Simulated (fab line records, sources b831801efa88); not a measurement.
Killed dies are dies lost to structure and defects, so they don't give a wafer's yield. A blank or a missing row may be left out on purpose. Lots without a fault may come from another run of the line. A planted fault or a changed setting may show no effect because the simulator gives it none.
Problem report in the 8D (eight disciplines) form, filled by code | flow gf180mcu | the parts of the form that need people (team, actions taken, sign-off) are left out

1. THE PROBLEM
CONTACT_CVD_02_THK at GF_CONTACT_THK_MEAS_03 reads a mean of 1324 nm on 2 wafers of 2 lots; wafers without a fault read 861 nm with a standard deviation of 9.9. That is +47 standard deviations from the usual mean.
First seen on wafer L174.4, day 19 03:05, on film_metro-02. The record holds 39 wafers of 13 lots with a number at this step. Rule for "out", or "out of limits": more than 4 standard deviations from the usual mean. The other wafers with a number count as sound.

2. WHAT IT IS AND WHAT IT IS NOT
question                    | is                           | is not
which readings at this step | CONTACT_CVD_02_THK           | -
which lots                  | L174, L175                   | L163, L165, L167, L168, L169, L171, L179, L182, L183, L184, L185
which wafers of those lots  | L174.4, L175.5               | L174.1, L174.6, L175.1, L175.6
read on which gauges        | film_metro-01, film_metro-02 | film_metro-03
when                        | from day 19 03:05            | up to then (20 sound wafers); but 17 sound wafers of L175, L179, L182, L183, L184, L185 came after

3. SUSPECTS, AND WHAT RULES EACH OUT
Counting: a tool at a process step up to the reading stays a suspect if it ran every lot that is out. Sound lots after the first of them don't rule it out here, since some wafers of a struck lot are sound.
- the gauge at GF_CONTACT_THK_MEAS_03: ruled out. The wafers that are out were read on 2 gauges (film_metro-01, film_metro-02).
- pecvd-04 at GF_CONTACT_CVD_02 (deposits SiO2 from TEOS, target thk 860 nm, time 95.992 s): kept. It ran every lot that is out, first L174 (day 19 02:58); its last sound lot up to then is L168 (day 16 21:26).
Left after counting: pecvd-04 at GF_CONTACT_CVD_02.

4. THE CAUSE (what the simulator had put in)
Process parameter drift: pecvd-04, from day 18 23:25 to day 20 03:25, at GF_CONTACT_CVD_02. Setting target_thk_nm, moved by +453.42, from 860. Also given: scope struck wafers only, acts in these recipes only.
Counting left only this tool.

5. THE CHAIN OF EFFECTS, in route order
Each row: a reading whose mean over the struck wafers that have a number lies more than 3 standard deviations from the usual. Only readings for which the record gives a usual standard deviation are gone through. hours: the time from each lot's start at the first step in this table that gives one to its start at this step, as a median over the lots. sigmas: the change in usual standard deviations.
hours | step                   | reading            | usual  | on struck wafers | change | sigmas
0     | GF_CONTACT_THK_MEAS_03 | CONTACT_CVD_02_THK | 861 nm | 1324             | +462   | +47
0     | GF_CONTACT_CMP_04      | time_to_endpoint_s | 111 s  | 285              | +174   | +28
The process steps in it:
- GF_CONTACT_CMP_04: polishes SiO2.
Later measuring or inspecting steps at which every struck wafer that the step has a row for has a number for every such reading, and none has moved that far: GF_CONTACT_CD_MEAS_14.

6. WHAT WOULD HAVE CAUGHT IT SOONER
In this record the first reading out of limits at a measuring or inspecting step was taken at day 19 03:05, 4 hours after the fault began at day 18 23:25.
Of the tool readings at GF_CONTACT_CVD_02 for which the record gives a usual standard deviation, none was out on any struck wafer, so an alarm limit of 4 standard deviations on them would not have fired.
Of the lots that are out (2), L175 began GF_CONTACT_CVD_02 on pecvd-04 after day 19 03:05. A hold on the tool at that time would have spared it.
